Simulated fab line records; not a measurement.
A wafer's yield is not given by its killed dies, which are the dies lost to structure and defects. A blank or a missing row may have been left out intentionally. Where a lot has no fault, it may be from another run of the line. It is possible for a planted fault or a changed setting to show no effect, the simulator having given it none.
Comparing a struck lot with a sound one | flow sky130 | 21 steps out of a route of 708
Sound: wafers L814.2, L814.3, L814.4. Wafers struck: L826.1, L826.2, L826.6. The cause is given at the end.
Each step with rows lists, per side, the tool, then ch with its chambers, then its first start. Under that, the readings that differ: sound wafers | struck wafers | difference of the means | sigmas: that difference in standard deviations of wafers without a fault.
alike: words and numbers the same on both sides, and readings whose means are apart by under 2 such deviations; not compared: readings that were withheld, readings missing a value for some wafer, numbers with overlapping values and no deviation given by the record, and bounds like >300 which may hide the same value.
The two part at a step that has a row with sigmas, a row that says differs or no value, or rows on one side only. Numbers that don't overlap but have no deviation are shown without sigmas and don't part them. A reading missing from all wafers of one side parts the sides only when that side holds two or more wafers.

SKY_METAL4_SPUTTER_01: material TiN, target thk 20 nm, time 16.7 s.
  sound on pvdSputter-03, day 42 11:06; struck on pvdSputter-02, day 45 16:23
  alike: throttleValvePct
SKY_METAL4_SPUTTER_02: material AlCu, target thk 735 nm, time 39.1 s.
  sound on pvdSputter-03, day 42 11:08; struck on pvdSputter-02, day 45 16:25
  alike: throttleValvePct
SKY_METAL4_SPUTTER_03: material Ti, target thk 5 nm, time 3.3 s.
  sound on pvdSputter-03, day 42 11:10; struck on pvdSputter-02, day 45 16:27
  alike: throttleValvePct
SKY_METAL4_SPUTTER_04: material TiN, target thk 70 nm, time 58.3 s.
  sound on pvdSputter-03, day 42 11:11; struck on pvdSputter-02, day 45 16:28
  alike: throttleValvePct
then, 1 step without rows for these wafers: SKY_CAP2M_CVD_00 (deposits SiO2, target thk 15.5 nm).
SKY_CAP2M_THK_MEAS_01:
  sound on filmMetro-02, day 42 11:16; struck on filmMetro-03, day 45 16:32
  alike: CAP2M_CVD_00_THK
SKY_CAP2M_SPUTTER_02: material TiN, target thk 200 nm, time 166.7 s.
  sound on pvdSputter-04, day 42 11:19; struck on pvdSputter-04, day 45 16:36
  alike: throttleValvePct
SKY_CAP2M_RS_MEAS_03: measures by four-point-probe.
  sound on filmMetro-02, day 42 11:26; struck on filmMetro-02, day 45 16:42
  alike: CAP2M_TIN_RS
SKY_CAP2M_THK_MEAS_04: measures by xrf.
  sound on filmMetro-02, day 42 11:33; struck on filmMetro-02, day 45 16:49
  alike: CAP2M_TIN_THK
then, 3 steps without rows for these wafers: SKY_CAP2M_DEHYDRATE_05 (time 60 s); SKY_CAP2M_HMDS_06 (prime time 60 s); SKY_CAP2M_COAT_07 (resist thk 1140 nm).
SKY_CAP2M_SOFTBAKE_08: time 60 s.
  sound on lithoTrack-02 ch 0, day 42 22:19; struck on lithoTrack-04 ch 0, day 46 03:19
reading                                   | sound             | struck            | difference | sigmas
heaterPowerTotalW (W)                     | 56.60 56.57 56.63 | 59.61 59.70 59.63 | +3.05      | +73
plateTempC (C)                            | 90.16 90.08 90.16 | 93.55 93.43 93.71 | +3.43      | +26
model.NOVOLAK_of_CAP2M_COAT_07.thkNm (nm) | 1138 1138 1137    | 1128 1128 1127    | -10        | 
then, 3 steps without rows for these wafers: SKY_CAP2M_EXPOSE_09 (exposes mask CAP2M, target cd 1000 nm); SKY_CAP2M_PEB_10; SKY_CAP2M_DEVELOP_11 (develop time 60 s).
SKY_CAP2M_OVL_MEAS_12:
  sound on overlay-01, day 43 10:22; struck on overlay-01, day 46 13:20
  alike: CAP2M_OVL
SKY_CAP2M_METAL_ETCH_13: etches TiN in Cl2/BCl3, stops on SiO2, target depth 220 nm, time 62.9 s.
  sound on rieMetal-02 ch 0,1, day 43 10:24; struck on rieMetal-02 ch 0,1, day 46 13:22
reading                                   | sound           | struck          | difference | sigmas
model.NOVOLAK_of_CAP2M_COAT_07.thkNm (nm) | 989.1 992 987.5 | 983.7 979 981.8 | -8.0       | 
  alike: chamberPressureMTorr, drypumpMotorCurrentA, oesProductAu, throttleValvePct
  not compared: rfHoursCounterH
SKY_CAP2M_STRIP_14: strips in O2/N2.
  sound on plasmaAsher-04 ch 0,1, day 43 10:29; struck on plasmaAsher-04 ch 0,1, day 46 13:27
reading                  | sound             | struck            | difference | sigmas
stripTimeToEndpointS (s) | 12.61 12.65 12.61 | 12.56 12.48 12.52 | -0.10      | -3
  alike: chamberPressureMTorr, drypumpMotorCurrentA, o2FlowSccm, oesProductAu
  not compared: rfHoursCounterH
then, 2 steps without rows for these wafers: SKY_CAP2M_STRIP_15 (strips in post etch residue remover, time 1200 s); SKY_PAD_OPEN_PROBE_99.

## WHERE THEY PART
Last at SKY_CAP2M_STRIP_14 as far as this record goes, first at SKY_CAP2M_SOFTBAKE_08.

WHY: what the simulator had put in
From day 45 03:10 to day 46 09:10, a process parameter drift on lithoTrack-04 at SKY_CAP2M_SOFTBAKE_08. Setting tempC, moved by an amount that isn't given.
